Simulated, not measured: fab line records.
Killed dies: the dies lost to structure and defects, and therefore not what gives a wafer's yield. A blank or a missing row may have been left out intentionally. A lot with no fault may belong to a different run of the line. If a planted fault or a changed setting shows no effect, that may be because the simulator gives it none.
The tool behind it: which one? | flow gf180mcu | 33 wafers from 11 lots sampled at 4 of the route's 602 steps

## WHAT THE GAUGES SHOWED, per wafer
GF_M4_RS_MEAS_05: measurement is done with a four-point probe.
lot  | measured     | on            | M4_ALCU_RS (ohm/sq)
L891 | day 22 13:54 | film_metro-04 | 0.0698 0.0695 0.0698
L893 | day 23 15:37 | film_metro-04 | 0.0687 0.0696 0.0696
L894 | day 24 02:44 | film_metro-01 | 0.0701 0.0704 0.0700
L896 | day 25 02:28 | film_metro-01 | 0.0705 0.1136 0.0705
L900 | day 26 04:47 | film_metro-02 | 0.1116 0.0699 0.0703
L905 | day 27 12:51 | film_metro-02 | 0.0709 0.0705 0.0697
L907 | day 28 01:45 | film_metro-02 | 0.0690 0.0683 0.0686
L910 | day 28 22:33 | film_metro-01 | 0.0697 0.0700 0.0693
L911 | day 29 08:16 | film_metro-01 | 0.0695 0.0690 0.0692
L912 | day 29 12:43 | film_metro-01 | 0.0696 0.0689 0.0694
L913 | day 29 16:37 | film_metro-04 | 0.0702 0.0704 0.0699

## WHICH TOOL RAN EACH LOT (tool, then ch and the chambers of the sampled wafers, then the start)
lot  | GF_V2_CVD_02                    | GF_V2_ETCH_16                      | GF_M4_SPUTTER_02
L891 | pecvd-03 ch 0,2, day 19 08:28   | rie_diel-01 ch 1,2,3, day 20 09:32 | pvd_sputter-04, day 22 13:49
L893 | pecvd-04 ch 1,2, day 20 12:15   | rie_diel-04 ch 0,1,2, day 21 13:34 | pvd_sputter-02, day 23 15:30
L894 | pecvd-01 ch 0,1,2, day 20 23:33 | rie_diel-02 ch 0,1,2, day 21 23:59 | pvd_sputter-04, day 24 02:39
L896 | pecvd-03 ch 0,1,2, day 22 02:26 | rie_diel-02 ch 1,2, day 23 01:32   | pvd_sputter-02, day 25 02:23
L900 | pecvd-04 ch 0,1,2, day 23 05:43 | rie_diel-04 ch 1,2,3, day 24 04:50 | pvd_sputter-02, day 26 04:42
L905 | pecvd-03 ch 1,2, day 24 17:29   | rie_diel-01 ch 1,2,3, day 25 15:08 | pvd_sputter-04, day 27 12:46
L907 | pecvd-01 ch 0,1,2, day 25 06:34 | rie_diel-02 ch 0,2,3, day 26 04:20 | pvd_sputter-01, day 28 01:38
L910 | pecvd-04 ch 0,1,2, day 26 05:07 | rie_diel-02 ch 2,3, day 27 02:15   | pvd_sputter-02, day 28 22:24
L911 | pecvd-01 ch 0,1,2, day 26 15:36 | rie_diel-04 ch 1,2, day 27 13:09   | pvd_sputter-04, day 29 08:11
L912 | pecvd-03 ch 0,1,2, day 26 21:31 | rie_diel-04 ch 2,3, day 27 17:51   | pvd_sputter-04, day 29 12:36
L913 | pecvd-03 ch 1,2, day 27 00:44   | rie_diel-04 ch 0,2,3, day 27 20:53 | pvd_sputter-02, day 29 16:31
- GF_V2_CVD_02: deposits SiO2 from TEOS, target thk 850 nm, time 94.851 s.
- GF_V2_ETCH_16: etches BARC in N2/H2.
- GF_M4_SPUTTER_02: material AlCu, target thk 450 nm, time 23.9 s.

## THE ANSWER, worked out from the rows above alone
Rule: the usual values come from the lots themselves. The widest of any qualifying gaps counts: lots, ordered by their means at a reading, are off when they make up no more than a third of the lots, leave a main group of 4 or more, and stand apart from it by 3 or more times the standard deviation of that group's means. Not used: any main group whose means are identical at the precision the tables above print for the reading. A lot without any number at a reading at which 4 lots or more have one is off too. Where the step has rows for the other lots, those lots are counted as sound.
Off: at GF_M4_RS_MEAS_05 (M4_ALCU_RS), L896, L900. The main group: mean 0.0696 ohm/sq, standard deviation 0.00053.
If a tool, at a process step before that reading, ran all the lots that are off and no sound lot after the first of them, it fits. The gauges at GF_M4_RS_MEAS_05 are tried like those tools. No candidate that was tried fits.

## WHAT HAD BEEN PUT IN BY THE SIMULATOR
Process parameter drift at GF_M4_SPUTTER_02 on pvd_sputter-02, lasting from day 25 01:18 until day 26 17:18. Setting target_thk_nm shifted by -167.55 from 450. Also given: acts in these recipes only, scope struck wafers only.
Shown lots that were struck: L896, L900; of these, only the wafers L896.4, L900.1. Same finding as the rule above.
